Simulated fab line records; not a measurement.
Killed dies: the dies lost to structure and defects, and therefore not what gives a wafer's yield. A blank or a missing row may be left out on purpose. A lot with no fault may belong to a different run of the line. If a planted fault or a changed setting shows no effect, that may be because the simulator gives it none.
Which tool is to blame? | flow gf180mcu | 39 wafers from 13 lots sampled at 4 of the route's 602 steps

## WHAT THE GAUGES READ, wafer by wafer
GF_VT_IMPLANT_OVL_MEAS_18.
lot  | measured     | on         | VT_IMPLANT_01_OVL (nm)
L483 | day 6 14:04  | overlay-02 | -0.1 0.0 -0.5
L484 | day 6 20:26  | overlay-01 | -0.6 0.0 -1.1
L486 | day 7 07:58  | overlay-01 | 0.2 -1.8 0.5
L488 | day 8 07:15  | overlay-02 | -2.3 -1.8 -2.0
L490 | day 8 10:04  | overlay-02 | 0.6 0.7 -0.3
L491 | day 8 23:13  | overlay-01 | 2.9 2.2 4.1
L492 | day 9 02:37  | overlay-02 | - -1.6 -1.9
L493 | day 9 07:06  | overlay-02 | -1.2 -2.5 -1.4
L494 | day 9 12:01  | overlay-02 | - -1.3 -1.7
L495 | day 9 18:33  | overlay-01 | - - 0.9
L499 | day 10 21:40 | overlay-01 | 0.7 2.3 -1.6
L504 | day 12 02:37 | overlay-01 | 2.0 1.3 1.3
L505 | day 12 09:23 | overlay-01 | 1.5 1.5 2.7

GF_VT_IMPLANT_TW_MEAS_21.
lot  | measured     | on            | VT_IMPLANT_2_TW
L483 | day 6 14:21  | film metro-02 | 1198 1197 1197
L484 | day 6 20:43  | film metro-02 | 1200 1198 1203
L486 | day 7 08:16  | film metro-03 | 1223 1227 1222
L488 | day 8 07:32  | film metro-03 | 1218 1211 1213
L490 | day 8 10:22  | film metro-03 | 1216 1224 1220
L491 | day 8 23:30  | film metro-02 | 1198 1193 1194
L492 | day 9 02:54  | film metro-04 | 30 1229 1226
L493 | day 9 07:24  | film metro-03 | 1230 1216 1227
L494 | day 9 12:18  | film metro-04 | 30 1226 1228
L495 | day 9 18:50  | film metro-02 | 29 29 1195
L499 | day 10 21:57 | film metro-03 | 1220 1218 1219
L504 | day 12 02:54 | film metro-03 | 1215 1216 1213
L505 | day 12 09:40 | film metro-03 | 1217 1218 1211

GF_NSD_TW_MEAS_12.
lot  | measured     | on            | NSD_TW
L483 | day 13 20:19 | film metro-02 | 4178 4190 4187
L484 | day 14 07:10 | film metro-02 | 4142 4151 4155
L486 | day 14 22:36 | film metro-02 | 4159 4154 4159
L488 | day 16 06:47 | film metro-04 | 4253 4272 4260
L490 | day 16 08:32 | film metro-02 | 4204 4208 4206
L491 | day 17 00:22 | film metro-02 | 4174 4176 4191
L492 | day 17 08:55 | film metro-02 | 4179 4216
L493 | day 17 12:43 | film metro-03 | 4271 4262 4271
L494 | day 17 15:27 | film metro-04 | 4301 4302
L495 | day 18 00:19 | film metro-04 | 4266
L499 | day 19 10:36 | film metro-02 | 4147 4157 4162
L504 | day 21 04:36 | film metro-03 | 4268 4272 4261
L505 | day 21 10:13 | film metro-02 | 4170 4170 4197

## EACH LOT AND THE TOOL THAT RAN IT (in order: tool; ch and the chambers of the sampled wafers; start)
lot  | GF_VT_IMPLANT_DEVELOP_17
L483 | litho track-01 ch 0, day 6 13:56
L484 | litho track-02 ch 0, day 6 20:19
L486 | litho track-02 ch 0, day 7 07:50
L488 | litho track-01 ch 0, day 8 07:06
L490 | litho track-01 ch 0, day 8 09:57
L491 | litho track-01 ch 0, day 8 23:05
L492 | litho track-01 ch 0, day 9 02:29
L493 | litho track-03 ch 0, day 9 07:01
L494 | litho track-01 ch 0, day 9 11:53
L495 | litho track-01 ch 0, day 9 18:24
L499 | litho track-02 ch 0, day 10 21:31
L504 | litho track-02 ch 0, day 12 02:28
L505 | litho track-03 ch 0, day 12 09:14
- GF_VT_IMPLANT_DEVELOP_17: develop time 60 s.

## AS READ BY THE TOOLS THEMSELVES (means over the sampled wafers that have a number; for cases with no such wafer, the mark the record gives instead)
GF_VT_IMPLANT_DEVELOP_17.
lot  | tool           | exhaust pa (Pa)
L483 | litho track-01 | 44.6
L484 | litho track-02 | 44.4
L486 | litho track-02 | 44.9
L488 | litho track-01 | 45.7
L490 | litho track-01 | 44.7
L491 | litho track-01 | 46.0
L492 | litho track-01 | 44.5
L493 | litho track-03 | 45.2
L494 | litho track-01 | 45.2
L495 | litho track-01 | 44.5
L499 | litho track-02 | 43.9
L504 | litho track-02 | 46.7
L505 | litho track-03 | 45.0

## THE ANSWER, worked out from the rows above alone
Rule: the lots themselves supply what counts as usual. The widest of any qualifying gaps counts: lots, ordered by their means at a reading, are off when they make up no more than a third of the lots, leave a main group of 4 or more, and stand apart from it by 3 or more times the standard deviation of that group's means. If all means in a main group match to the digits the tables above print for the reading, that group is not used. A lot without any number at a reading at which 4 lots or more have one is off too. Where the step has rows for the other lots, those lots are counted as sound. The gauges are gone through in route order, then the tools' own readings, and for those a lot's mean is taken as printed above. At the first step where some lot is off, the reading lying furthest off is the one used; lots without a number count as furthest.
Off: L492, L494, L495, at GF_VT_IMPLANT_TW_MEAS_21 (VT_IMPLANT_2_TW). The main group: mean 1212, standard deviation 10.
If a tool, at a process step before that reading, ran all the lots that are off and no sound lot after the first of them, it fits. Gauges at GF_VT_IMPLANT_TW_MEAS_21: tried the same way as those tools. One fits: litho track-01 at GF_VT_IMPLANT_DEVELOP_17. A fault onset in the window from L491 (day 8 23:05, its last sound lot) to L492 (day 9 02:29, its first lot off) fits.

## WHAT THE SIMULATOR HAD PUT IN
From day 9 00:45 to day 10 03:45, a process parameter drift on litho track-01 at GF_VT_IMPLANT_DEVELOP_17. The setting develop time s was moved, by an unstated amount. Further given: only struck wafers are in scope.
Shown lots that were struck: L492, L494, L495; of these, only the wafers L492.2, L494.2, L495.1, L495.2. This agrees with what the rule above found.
